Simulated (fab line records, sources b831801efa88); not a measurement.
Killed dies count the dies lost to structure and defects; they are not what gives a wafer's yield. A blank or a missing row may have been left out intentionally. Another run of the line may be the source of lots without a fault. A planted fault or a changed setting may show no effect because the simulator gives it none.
A struck lot beside a sound one / flow sky130 / 33 steps out of a route of 708
Sound: these wafers, L725.2, L725.3, L725.4. Wafers L734.1, L734.4, L734.6 were the ones struck. The cause comes at the end.
For every step that has rows: the tool of each side, followed by ch and its chambers, followed by its first start. Under that, the readings that differ: sound wafers / struck wafers / difference of the means / sigmas: that difference in standard deviations of wafers without a fault.
alike: a reading whose means differ by less than 2 such deviations, as well as words and numbers matching on both sides. not compared: withheld readings; readings where some wafer has no value; bounds like >300 that might hide an equal value; numbers whose values overlap and for which the record gives no deviation.
The two part at a step that has a row with sigmas, a row that says differs or no value, or rows on one side only. Non-overlapping numbers with no deviation appear without sigmas and do not part them. A reading that every wafer of one side lacks parts them only if that side has two wafers or more.

first, 9 steps without rows for these wafers: SKY_LI_CONTACT_ETCH_14 (etches BARC in N2/H2, stops on SiO2, time 45.9 s, target depth 60 nm); SKY_LI_CONTACT_ETCH_15 (etches PSG in C4F8/O2/Ar, stops on Si, target depth 600 nm); SKY_LI_CONTACT_STRIP_16 (strips in O2/N2); SKY_LI_CONTACT_CLEAN_17 (cleans in NMP, time 600 s); SKY_LI_CONTACT_PRE_CLEAN_18 (time 5.6 s); SKY_LI_CONTACT_SPUTTER_19 (material Ti, target thk 20 nm, time 106.37 s); SKY_LI_CONTACT_SPUTTER_20 (material TiN, target thk 20 nm, time 80 s); SKY_LI_CONTACT_CVD_21 (deposits W, target thk 400 nm, time 120.56 s); SKY_LI_CONTACT_CMP_24 (polishes, stops on PSG, t overpolish 20 s, target thk 0 nm).
SKY_LOCAL_INTERCONNECT_SPUTTER_00: material TiN, target thk 100 nm, time 83.3 s.
  sound on pvd_sputter-04, day 31 20:31; struck on pvd_sputter-03, day 35 01:55
  alike: throttle_valve_pct
then, 22 steps without rows for these wafers: SKY_LOCAL_INTERCONNECT_DEHYDRATE_03 (time 60 s); SKY_LOCAL_INTERCONNECT_HMDS_04 (prime time 60 s); SKY_LOCAL_INTERCONNECT_COAT_05 (resist thk 60 nm); SKY_LOCAL_INTERCONNECT_COAT_06 (resist thk 450 nm); SKY_LOCAL_INTERCONNECT_SOFTBAKE_07 (time 90 s); SKY_LOCAL_INTERCONNECT_EXPOSE_08 (exposes mask LI1M, target cd 170 nm); SKY_LOCAL_INTERCONNECT_PEB_09; SKY_LOCAL_INTERCONNECT_DEVELOP_10 (develop time 60 s); SKY_LOCAL_INTERCONNECT_ETCH_13 (etches BARC in N2/H2, stops on SiO2, time 45.9 s, target depth 60 nm); SKY_LOCAL_INTERCONNECT_METAL_ETCH_14 (etches TiN in Cl2/BCl3, stops on PSG, target depth 110 nm, time 31.4 s); SKY_LOCAL_INTERCONNECT_STRIP_15 (strips in O2/N2); SKY_LOCAL_INTERCONNECT_STRIP_16 (strips in post etch residue remover, time 1200 s); SKY_LOCAL_INTERCONNECT_CLEAN_17 (cleans in IPA, time 180 s); SKY_LOCAL_INTERCONNECT_CLEAN_18 (cleans in O3/DIW); SKY_CONTACT_CVD_00 (deposits Si3N4, target thk 75 nm); SKY_CONTACT_HDPCVD_02 (deposits SiO2, target thk 565 nm, time 94.2 s); SKY_CONTACT_CMP_04 (polishes SiO2); SKY_CONTACT_DEHYDRATE_06 (time 60 s); SKY_CONTACT_HMDS_07 (prime time 60 s); SKY_CONTACT_COAT_08 (resist thk 60 nm); SKY_CONTACT_COAT_09 (resist thk 450 nm); SKY_CONTACT_SOFTBAKE_10 (time 90 s).
-- the record jumps here: 15 days lie between the struck wafers' starts before and after (it left off in module CONTACT and takes up again in module PAD_OPEN, whose first step shown is number 708 of the route) --
SKY_PAD_OPEN_PROBE_99:
  sound on prober-01, day 47 17:08; struck on prober-01, day 49 23:56
reading=killed_at_contacts; sound=27 27 28; struck=71 87 70; difference=+49; sigmas=+10
reading=killed_dies; sound=82 94 87; struck=118 146 143; difference=+48; sigmas=+5
  alike: killed_at_M0_to_M3, killed_at_M4_up, killed_at_front_end, killed_at_other, killed_open, killed_short

== WHERE THEY PART ==
Only at SKY_PAD_OPEN_PROBE_99, as far as this record shows.

WHY: whatever the simulator had introduced
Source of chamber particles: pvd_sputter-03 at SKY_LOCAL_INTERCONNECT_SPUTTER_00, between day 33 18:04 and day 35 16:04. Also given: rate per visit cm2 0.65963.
